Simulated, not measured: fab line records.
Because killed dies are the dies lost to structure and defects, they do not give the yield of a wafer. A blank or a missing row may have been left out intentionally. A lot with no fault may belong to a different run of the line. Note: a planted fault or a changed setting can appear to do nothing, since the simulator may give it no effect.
Which tool did it? -- flow sfq line -- 42 wafers from 14 lots sampled at 2 of the route's 325 steps

WHAT THE GAUGES SHOWED, per wafer
SFQ_M3_RS_MEAS_919: a four-point-probe measurement. Usual: for M3_NB_RS the level is 0.889 ohm/sq and the standard deviation is 0.012.
lot,measured,on,M3_NB_RS (ohm/sq),flag
L377,day 23 03:43,film metro-02,0.875 0.878 0.875,
L378,day 23 16:58,film metro-01,0.896 0.904 0.887,
L379,day 24 03:14,film metro-02,0.861 0.890 0.859,
L380,day 24 15:07,film metro-02,0.872 0.913 0.900,
L381,day 24 21:07,film metro-04,0.883 0.878 0.883,
L382,day 25 06:40,film metro-02,0.881 0.881 0.872,
L383,day 25 12:55,film metro-01,0.445 0.441 0.439,OFF
L389,day 27 00:49,film metro-01,0.440 0.443 0.442,OFF
L391,day 28 01:20,film metro-02,0.912 0.911 0.905,
L392,day 28 03:43,film metro-02,0.878 0.875 0.868,
L394,day 28 23:41,film metro-02,0.906 0.879 0.881,
L396,day 30 02:05,film metro-04,0.881 0.911 0.900,
L398,day 30 16:29,film metro-01,0.890 0.894 0.887,
L399,day 30 23:40,film metro-01,0.882 0.886 0.877,

WHAT TOOL EACH LOT RAN ON (gives the tool, then ch and the chambers of the sampled wafers, and finally the start)
lot,SFQ_TRILAYER_M3_DEP_SPUTTER_073
L377,"pvd sputter-05, day 23 03:38"
L378,"pvd sputter-05, day 23 16:51"
L379,"pvd sputter-06, day 24 03:08"
L380,"pvd sputter-06, day 24 14:58"
L381,"pvd sputter-05, day 24 20:59"
L382,"pvd sputter-04, day 25 06:34"
L383,"pvd sputter-04, day 25 12:34"
L389,"pvd sputter-04, day 27 00:28"
L391,"pvd sputter-06, day 28 01:13"
L392,"pvd sputter-04, day 28 03:37"
L394,"pvd sputter-06, day 28 23:36"
L396,"pvd sputter-06, day 30 01:58"
L398,"pvd sputter-05, day 30 16:22"
L399,"pvd sputter-04, day 30 23:35"
- SFQ_TRILAYER_M3_DEP_SPUTTER_073: material Nb, target thk 200 nm, time 133.3 s.

AS READ BY THE TOOLS THEMSELVES (means over the sampled wafers that have a number; for cases with no such wafer, the mark the record gives instead)
SFQ_TRILAYER_M3_DEP_SPUTTER_073. Usual: substrate temp c 20.00 C, standard deviation 0.097; throttle valve pct 30.5 %, standard deviation 1.1.
lot,tool,substrate temp c (C),throttle valve pct (%),flag
L377,pvd sputter-05,19.93,30.9,
L378,pvd sputter-05,19.95,31.2,
L379,pvd sputter-06,19.87,28.6,
L380,pvd sputter-06,19.99,29.7,
L381,pvd sputter-05,20.07,30.6,
L382,pvd sputter-04,19.93,30.9,
L383,pvd sputter-04,20.07,30.6,
L389,pvd sputter-04,20.00,30.5,
L391,pvd sputter-06,20.04,29.7,
L392,pvd sputter-04,20.09,30.7,
L394,pvd sputter-06,19.98,29.2,
L396,pvd sputter-06,20.02,29.6,
L398,pvd sputter-05,20.09,30.8,
L399,pvd sputter-04,20.05,31.4,

THE ANSWER, worked out from the rows above alone
Rule: a lot counts as off when the mean over its wafers that have a number is more than 3 standard deviations away from the usual mean. Also off: a lot with no number at a reading for which 4 or more lots have one. Where the step has rows for the other lots, those lots are counted as sound. First the gauges in route order, then the tools' own readings, where a lot's mean is used as printed above. At the first step where some lot is off, the reading lying furthest off is the one used; lots without a number count as furthest.
Off: at SFQ_M3_RS_MEAS_919 (M3_NB_RS), L383, L389.
If a tool, at a process step before that reading, ran all the lots that are off and no sound lot after the first of them, it fits. The gauges at SFQ_M3_RS_MEAS_919 are tried like those tools. Not one of the candidates tried fits.

WHAT THE SIMULATOR HAD PUT IN
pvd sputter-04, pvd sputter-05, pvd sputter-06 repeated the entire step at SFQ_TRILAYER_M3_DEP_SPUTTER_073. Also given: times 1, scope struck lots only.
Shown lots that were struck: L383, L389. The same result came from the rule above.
